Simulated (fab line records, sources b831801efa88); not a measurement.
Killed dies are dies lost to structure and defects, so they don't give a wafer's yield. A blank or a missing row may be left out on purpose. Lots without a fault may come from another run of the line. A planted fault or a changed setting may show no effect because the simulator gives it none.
A struck lot beside a sound one | flow gf180mcu | 15 steps out of a route of 602
Sound: wafers L616.1, L616.4, L616.6. Struck: wafer L631.2. (L631.1, L631.5 of the same lot were not struck and are left out.) The cause comes at the end.
At each step with rows: each side's tool, then ch and its chambers, then its first start. Under that, the readings that differ: sound wafers | struck wafers | difference of the means | sigmas: that difference in standard deviations of wafers without a fault.
alike: readings whose means differ by less than 2 such deviations, and words and numbers that are the same on both sides. not compared: withheld readings, readings that some wafer has no value for, bounds like >300 that may hide the same value, and numbers for which the record gives no deviation and whose values overlap.
The two part at a step that has a row with sigmas, a row that says differs or no value, or rows on one side only. Numbers that don't overlap but have no deviation are shown without sigmas and don't part them. A reading that every wafer of one side lacks parts them only if that side has two wafers or more.

first, 3 steps without rows for these wafers: GF_V2_EXPOSE_11 (exposes mask Via2, target cd 260 nm); GF_V2_PEB_12 (peb time 90 s); GF_V2_DEVELOP_13 (develop time 60 s).
GF_V2_CD_MEAS_14: target cd 260 nm.
  sound on cd_sem-02, day 21 01:00; struck on cd_sem-01, day 26 07:44
  alike: cd_nm
GF_V2_OVL_MEAS_15:
  sound on overlay-02, day 21 01:07; struck on overlay-02, day 26 07:51
  alike: V2_OVL
GF_V2_ETCH_16: etches BARC in N2/H2.
  sound on rie_diel-01 ch 0,2, day 21 01:09; struck on rie_diel-03 ch 0, day 26 07:53
  alike: drypump_motor_current_A, oes_product_au, throttle_valve_pct
GF_V2_ETCH_17: etches SiO2 in C4F8/O2/Ar, stops on TiN, target depth 630 nm.
  sound on rie_diel-01 ch 0,2; struck on rie_diel-03 ch 0
  alike: oes_product_au
GF_V2_STRIP_18: strips in O2/N2.
  sound on plasma_asher-03 ch 1, day 21 01:17; struck on plasma_asher-03 ch 0, day 26 08:01
  reading                     | sound          | struck | difference | sigmas
  drypump_motor_current_A (A) | 5.19 5.25 5.21 | 5.97   | +0.75      | +3
  alike: heater_power_w, oes_product_au
  not compared: rf_hours_counter_h
then, 2 steps without rows for these wafers: GF_V2_STRIP_19 (strips in post etch residue remover, time 1200 s); GF_V2_CLEAN_20 (cleans in DIW).
GF_V2_SPUTTER_21: material Ti, target thk 15 nm, time 80.02 s.
  sound on pvd_sputter-04, day 21 01:51; struck on pvd_sputter-04, day 26 08:35
  alike: throttle_valve_pct
GF_V2_SPUTTER_22: material TiN, target thk 10 nm, time 40 s.
  sound on pvd_sputter-04, day 21 01:55; struck on pvd_sputter-04, day 26 08:38
  alike: throttle_valve_pct
GF_V2_CVD_23: deposits W, target thk 350 nm, time 104.94 s.
  sound on cvd_w-01 ch 0,1, day 21 01:57; struck on cvd_w-02 ch 1, day 26 08:41
  reading                          | sound             | struck | difference | sigmas
  chamber_pressure_Torr (Torr)     | 40.16 40.03 40.08 | 41.54  | +1.45      | +17
  model.W_of_V2_CVD_23.thk_nm (nm) | 350.3 350.5 345.1 | 361.1  | +12.5      |
  alike: heater_power_w
GF_V2_RS_MEAS_24: measures by four-point-probe.
  sound on film_metro-04, day 21 02:04; struck on film_metro-04, day 26 08:48
  reading          | sound             | struck | difference | sigmas
  V2_W_RS (ohm/sq) | 0.327 0.326 0.332 | 0.317  | -0.011     | -3
-- the record jumps here: 7 days lie between the struck wafers' starts before and after (it left off in module V2 and takes up again in module PASSIVATION, whose first step shown is number 602 of the route) --
GF_PASSIVATION_PROBE_99:
  the record has rows for the struck wafers here (prober-01, day 33 19:23) and none for the sound ones

WHERE THEY PART
First at GF_V2_STRIP_18; last, within this record, at GF_PASSIVATION_PROBE_99.

WHY: what the simulator had put in
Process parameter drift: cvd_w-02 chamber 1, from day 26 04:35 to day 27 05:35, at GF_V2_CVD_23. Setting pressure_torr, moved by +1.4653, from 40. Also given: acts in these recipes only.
